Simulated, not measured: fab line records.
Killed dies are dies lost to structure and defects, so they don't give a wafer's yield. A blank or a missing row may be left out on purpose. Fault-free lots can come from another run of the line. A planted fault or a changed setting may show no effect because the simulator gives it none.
Problem report, 8D (eight disciplines) form, completed by code + flow gf180mcu + the parts of the form that need people (team, actions taken, sign-off) are left out

1. WHAT IS WRONG
HV_LDD_2_TW at GF_HV_LDD_TW_MEAS_23 reads a mean of 972 on 2 wafers of 1 lot; wafers without a fault read 1062 with a standard deviation of 5.7. That is -16 standard deviations from the usual mean.
First observed at day 15 01:08: wafer L605.3, on film metro-01. At this step, 38 wafers from 13 lots have a number in the record. By rule, "out" or "out of limits" means more than 4 standard deviations away from the usual mean. All remaining wafers that have a number are taken as sound.

2. WHAT IT IS, AND WHAT IT ISN'T
| question                    | is                     | is not                                                                                                   |
|-----------------------------|------------------------|----------------------------------------------------------------------------------------------------------|
| which readings at this step | HV_LDD_2_TW            | -                                                                                                        |
| which lots                  | L605                   | L592, L593, L595, L596, L601, L607, L609, L610, L611, L612, L613, L615                                   |
| which wafers of those lots  | all that have a number | -                                                                                                        |
| read on which gauges        | film metro-01          | film metro-02, film metro-04                                                                             |
| when                        | from day 15 01:08      | up to then (15 sound wafers); but 21 sound wafers of L607, L609, L610, L611, L612, L613, L615 came after |

3. THE SUSPECTS, EACH WITH WHAT RULES IT OUT
Counting: a tool at a process step up to the reading stays a suspect if it ran every lot that is out and no sound lot after the first of them.
- ruled out: the gauge at GF_HV_LDD_TW_MEAS_23. All the wafers that are out were read on film metro-01, but those of them that GF_HV_LDD_IMPLANT_21 has rows for are out there too, on other tools.
- implanter-02 at GF_HV_LDD_IMPLANT_21: ruled out as a lasting fault. Following L605 (day 15 00:55), the first lot on it that is out, the sound lots L612 were run on it.
Left after counting: nothing in the record.

4. THE CAUSE (what the simulator had put in)
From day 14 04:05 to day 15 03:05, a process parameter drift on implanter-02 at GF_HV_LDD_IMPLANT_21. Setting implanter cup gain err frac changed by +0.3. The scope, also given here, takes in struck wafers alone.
Counting ruled it out, wrongly: the rule takes a fault to strike every lot that its tool runs from its start on, and this one did not.

5. THE CHAIN OF EFFECTS, in route order
One row per reading whose mean, taken over the struck wafers that have a number, lies over 3 standard deviations from the usual. Only readings for which the record gives a usual standard deviation are gone through. hours: the time from each lot's start at the first step in this table that gives one to its start at this step, as a median over the lots. sigmas: the change in usual standard deviations.
| hours | step                 | reading            | usual   | on struck wafers | change | sigmas |
|-------|----------------------|--------------------|---------|------------------|--------|--------|
| 0     | GF_HV_LDD_IMPLANT_21 | beam on s          | 10.01 s | 7.59             | -2.42  | -11    |
| 0     | GF_HV_LDD_IMPLANT_21 | faraday current uA | 281     | 371              | +90    | +15    |
| 0     | GF_HV_LDD_TW_MEAS_23 | HV_LDD_2_TW        | 1062    | 972              | -90    | -16    |
Process steps it contains:
- GF_HV_LDD_IMPLANT_21

6. HOW IT WOULD HAVE BEEN CAUGHT EARLIER
21 hours passed between the start of the fault at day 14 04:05 and the first reading out of limits at a measuring or inspecting step in this record, taken at day 15 01:08.
The tool's own readings at GF_HV_LDD_IMPLANT_21 were out on every struck wafer that the step has a row for (beam on s, faraday current uA): an alarm limit on them would have fired on the first of those.
